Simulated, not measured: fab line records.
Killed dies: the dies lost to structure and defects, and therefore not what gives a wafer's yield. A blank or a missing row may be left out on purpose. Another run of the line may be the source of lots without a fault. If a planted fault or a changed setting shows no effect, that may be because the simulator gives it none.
Problem report in the 8D (eight disciplines) form, filled by code    flow gf180mcu    the parts of the form that need people (team, actions taken, sign-off) are left out

## 1. THE PROBLEM
V2_W_RS at GF_V2_RS_MEAS_24 reads a mean of 0.253 ohm/sq on 6 wafers of 2 lots; wafers without a fault read 0.328 ohm/sq with a standard deviation of 0.0037. Relative to the usual mean, that is a shift of -20 standard deviations.
The step: measures by four-point-probe.
The first sign was on wafer L704.1 at day 24 10:44, on filmMetro-01. Wafers with a number at this step in the record: 33, from 11 lots. By rule, "out" or "out of limits" means more than 4 standard deviations away from the usual mean. All remaining wafers that have a number are taken as sound.

## 2. WHAT IT IS, AND WHAT IT ISN'T
question                     is                          is not
which readings at this step  V2_W_RS                     -
which lots                   L704, L705                  L694, L697, L700, L706, L708, L709, L713, L715, L716
which wafers of those lots   all that have a number      -
read on which gauges         filmMetro-01, filmMetro-02  filmMetro-04
when                         from day 24 10:44           up to then (9 sound wafers); but 18 sound wafers of L706, L708, L709, L713, L715, L716 came after

## 3. WHAT RULES OUT EACH SUSPECT
Counting: a tool stays on the suspect list if, at a process step up to the reading, it processed all lots that are out and no sound lot following the first of them.
- the gauge at GF_V2_RS_MEAS_24 has been ruled out. 2 gauges (filmMetro-01, filmMetro-02) read the wafers that are out.
- pvdSputter-03 at GF_V2_SPUTTER_21 (material Ti, target thk 15 nm, time 80.02 s): ruled out as a lasting fault. After its first lot that is out, L704 (day 24 10:31), sound lots L708 ran on it.
- cvdW-01 at GF_V2_CVD_23 (deposits W, target thk 350 nm, time 104.94 s): ruled out as a lasting fault. After its first lot that is out, L704 (day 24 10:37), sound lots L715 ran on it.
Left after counting: nothing in the record.

## 4. THE CAUSE (what the simulator had put in)
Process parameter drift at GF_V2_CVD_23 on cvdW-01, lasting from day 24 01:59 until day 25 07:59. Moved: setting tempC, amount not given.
The count ruled it out by mistake, since the rule takes a fault to strike every lot its tool runs from the start of the fault on, and this one did not do so.

## 5. THE CHAIN OF EFFECTS, in route order
One row per reading whose mean, taken over the struck wafers that have a number, lies over 3 standard deviations from the usual. Scope: only readings with a usual standard deviation given in the record; hours: median across lots of the time from each lot's start at the first step in this table that gives one to its start at this step; sigmas: change in usual standard deviations.
hours  step               reading          usual         on struck wafers  change  sigmas
0      GF_V2_CVD_23       susceptorTempC   400.01 C      414.45            +14.44  +60
0      GF_V2_RS_MEAS_24   V2_W_RS          0.328 ohm/sq  0.253             -0.075  -20
0      GF_V2_THK_MEAS_25  V2_W_THK         365 nm        484               +118    +21
0      GF_V2_CMP_26       timeToEndpointS  84 s          107               +23     +7.3
The process steps in it:
- GF_V2_CVD_23: deposits W, target thk 350 nm, time 104.94 s.
- GF_V2_CMP_26: polishes, stops on SiO2, t overpolish 15 s, target thk 0 nm.

## 6. HOW IT WOULD HAVE BEEN CAUGHT EARLIER
9 hours passed between the start of the fault at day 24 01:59 and the first reading out of limits at a measuring or inspecting step in this record, taken at day 24 10:44.
At GF_V2_CVD_23, the tool's own readings (susceptorTempC) were out on each struck wafer the step has a row for, so an alarm limit on them would have fired on the first such wafer.
